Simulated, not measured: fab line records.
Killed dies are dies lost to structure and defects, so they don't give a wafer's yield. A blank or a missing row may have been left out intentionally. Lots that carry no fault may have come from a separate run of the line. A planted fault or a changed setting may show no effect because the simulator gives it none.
Which of the tools did it? ; flow gf180mcu ; 11 lots, 33 wafers sampled, at 6 steps of a route of 602

WHAT THE GAUGES READ, wafer by wafer
GF_M4_OVL_MEAS_15. Usual: M4_OVL 3 nm, standard deviation 5.
lot;measured;on;M4_OVL (nm);flag
L105;day 23 20:41;overlay-02;3 8 2;
L106;day 24 11:40;overlay-01;11 7 5;
L107;day 24 09:20;overlay-01;6 -4 2;
L109;day 25 12:08;overlay-01;5 6 6;
L112;day 25 22:58;overlay-01;8 5 4;
L113;day 26 11:32;overlay-01;2 6 3;
L122;day 29 05:19;overlay-02;4 0 0;
L123;day 29 20:25;overlay-02;3 4 3;
L124;day 29 22:59;overlay-01;-3 3 9;
L126;day 30 07:44;overlay-02;5 2 4;
L127;day 30 13:49;overlay-02;9 10 18;

GF_V4_RS_MEAS_24: the measuring method here is four-point-probe. Usual: V4_W_RS 0.326 ohm/sq, standard deviation 0.0038.
lot;measured;on;V4_W_RS (ohm/sq);flag
L105;day 24 20:21;film metro-01;0.331 0.328 0.327;
L106;day 25 11:35;film metro-04;0.330 0.332 0.334;
L107;day 25 09:40;film metro-02;0.330 0.329 0.324;
L109;day 26 11:32;film metro-01;0.321 0.322 0.324;
L112;day 26 22:35;film metro-04;0.322 0.322 0.325;
L113;day 27 11:00;film metro-01;0.325 0.321 0.320;
L122;day 30 02:37;film metro-02;0.345 0.353 0.325;OFF
L123;day 30 17:20;film metro-02;0.340 0.344 0.338;OFF
L124;day 30 19:56;film metro-04;0.322 0.322 0.317;
L126;day 31 04:37;film metro-02;0.325 0.330 0.322;
L127;day 31 10:08;film metro-02;0.323 0.321 0.322;

GF_V4_THK_MEAS_25: measures by xrf. Usual: V4_W_THK 349 nm, standard deviation 5.9.
lot;measured;on;V4_W_THK (nm);flag
L105;day 24 20:27;film metro-01;348 354 354;
L106;day 25 11:42;film metro-04;345 344 340;
L107;day 25 09:47;film metro-02;340 343 347;
L109;day 26 11:38;film metro-01;362 359 355;
L112;day 26 22:41;film metro-04;356 356 353;
L113;day 27 11:07;film metro-01;354 360 358;
L122;day 30 02:44;film metro-02;326 319 345;OFF
L123;day 30 17:26;film metro-02;330 328 335;OFF
L124;day 30 20:02;film metro-04;353 353 358;
L126;day 31 04:44;film metro-02;345 340 347;
L127;day 31 10:14;film metro-02;345 349 347;

EACH LOT AND THE TOOL THAT RAN IT (in order: tool; ch and the chambers of the sampled wafers; start)
lot;GF_V2_SPUTTER_22;GF_V3_ETCH_16;GF_V4_CVD_23
L105;pvd sputter-04, day 20 18:41;rie diel-01 ch 0,1,3, day 22 21:05;cvd w-01 ch 0,1, day 24 20:14
L106;pvd sputter-02, day 21 02:08;rie diel-04 ch 2,3, day 23 03:20;cvd w-01 ch 0,1, day 25 11:28
L107;pvd sputter-04, day 21 09:15;rie diel-02 ch 0,1,3, day 23 09:42;cvd w-01 ch 0,1, day 25 09:32
L109;pvd sputter-02, day 22 13:06;rie diel-04 ch 1,2,3, day 24 12:49;cvd w-02 ch 0,1, day 26 11:24
L112;pvd sputter-04, day 23 02:01;rie diel-02 ch 0,2, day 25 00:09;cvd w-02 ch 0, day 26 22:26
L113;pvd sputter-03, day 23 14:58;rie diel-01 ch 0,1,3, day 25 12:56;cvd w-02 ch 0,1, day 27 10:53
L122;pvd sputter-03, day 26 13:13;rie diel-04 ch 0,2, day 28 08:14;cvd w-01 ch 0,1, day 30 02:29
L123;pvd sputter-04, day 27 06:51;rie diel-04 ch 0,1, day 29 00:37;cvd w-01 ch 0,1, day 30 17:14
L124;pvd sputter-02, day 27 07:46;rie diel-04 ch 2,3, day 29 02:16;cvd w-02 ch 0,1, day 30 19:49
L126;pvd sputter-04, day 27 18:19;rie diel-04 ch 1,3, day 29 10:51;cvd w-02 ch 0,1, day 31 04:29
L127;pvd sputter-02, day 28 01:09;rie diel-04 ch 0,2,3, day 29 17:17;cvd w-02 ch 0,1, day 31 09:59
- GF_V2_SPUTTER_22: material TiN, target thk 10 nm, time 40 s.
- GF_V3_ETCH_16: etches BARC in N2/H2.
- GF_V4_CVD_23: deposits W, target thk 350 nm, time 104.9 s.

WHAT THE TOOLS THEMSELVES READ (means of the sampled wafers that have a number; where no wafer has one, the mark that the record gives instead)
GF_V2_SPUTTER_22. Usual: throttle valve pct at 30.4 %, with a standard deviation of 0.57.
lot;tool;throttle valve pct (%);flag
L105;pvd sputter-04;31.0;
L106;pvd sputter-02;30.1;
L107;pvd sputter-04;30.9;
L109;pvd sputter-02;30.0;
L112;pvd sputter-04;30.9;
L113;pvd sputter-03;30.6;
L122;pvd sputter-03;30.7;
L123;pvd sputter-04;31.0;
L124;pvd sputter-02;30.3;
L126;pvd sputter-04;30.9;
L127;pvd sputter-02;29.7;

GF_V3_ETCH_16. Usual: drypump motor current A 6.0 A, standard deviation 0.33; oes product au 0.854 a.u., standard deviation 0.005; throttle valve pct 13.224 %, standard deviation 0.0091.
lot;tool;drypump motor current A (A);oes product au (a.u.);throttle valve pct (%);flag
L105;rie diel-01;6.1;0.852;13.221;
L106;rie diel-04;5.9;0.857;13.219;
L107;rie diel-02;6.0;0.857;13.236;
L109;rie diel-04;6.0;0.848;13.219;
L112;rie diel-02;6.3;0.852;13.220;
L113;rie diel-01;6.1;0.858;13.226;
L122;rie diel-04;6.1;0.855;13.220;
L123;rie diel-04;6.1;0.859;13.217;
L124;rie diel-04;6.0;0.846;13.232;
L126;rie diel-04;5.9;0.853;13.235;
L127;rie diel-04;6.1;0.855;13.219;

GF_V4_CVD_23. Usual: chamber pressure Torr 40.00 Torr, standard deviation 0.092; heater power w 826 W, standard deviation 61.
lot;tool;chamber pressure Torr (Torr);heater power w (W);flag
L105;cvd w-01;40.02;821;
L106;cvd w-01;39.92;833;
L107;cvd w-01;39.94;846;
L109;cvd w-02;40.10;849;
L112;cvd w-02;40.01;754;
L113;cvd w-02;40.13;869;
L122;cvd w-01;40.12;824;
L123;cvd w-01;40.07;820;
L124;cvd w-02;40.09;841;
L126;cvd w-02;39.93;856;
L127;cvd w-02;40.01;810;

THE ANSWER, worked out from the rows above alone
Rule: lot off if the mean of its wafers having a number is beyond 3 standard deviations from the usual mean. Also off: a lot with no number at a reading for which 4 or more lots have one. Where the step has rows for the other lots, those lots are counted as sound. The gauges are gone through in route order, then the tools' own readings, and for those a lot's mean is taken as printed above. At the first step where some lot is off, the reading lying furthest off is the one used; lots without a number count as furthest.
Off: L122, L123, at GF_V4_RS_MEAS_24 (V4_W_RS).
If a tool, at a process step before that reading, ran all the lots that are off and no sound lot after the first of them, it fits. Gauges at GF_V4_RS_MEAS_24: tried the same way as those tools. One fits: cvd w-01 at GF_V4_CVD_23. Its last sound lot is L106 (day 25 11:28), its first lot that is off L122 (day 30 02:29): a fault that began between those two fits.

WHAT THE SIMULATOR PUT IN
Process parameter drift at GF_V4_CVD_23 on cvd w-01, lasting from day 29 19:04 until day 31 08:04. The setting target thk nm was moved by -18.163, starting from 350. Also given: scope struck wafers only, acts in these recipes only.
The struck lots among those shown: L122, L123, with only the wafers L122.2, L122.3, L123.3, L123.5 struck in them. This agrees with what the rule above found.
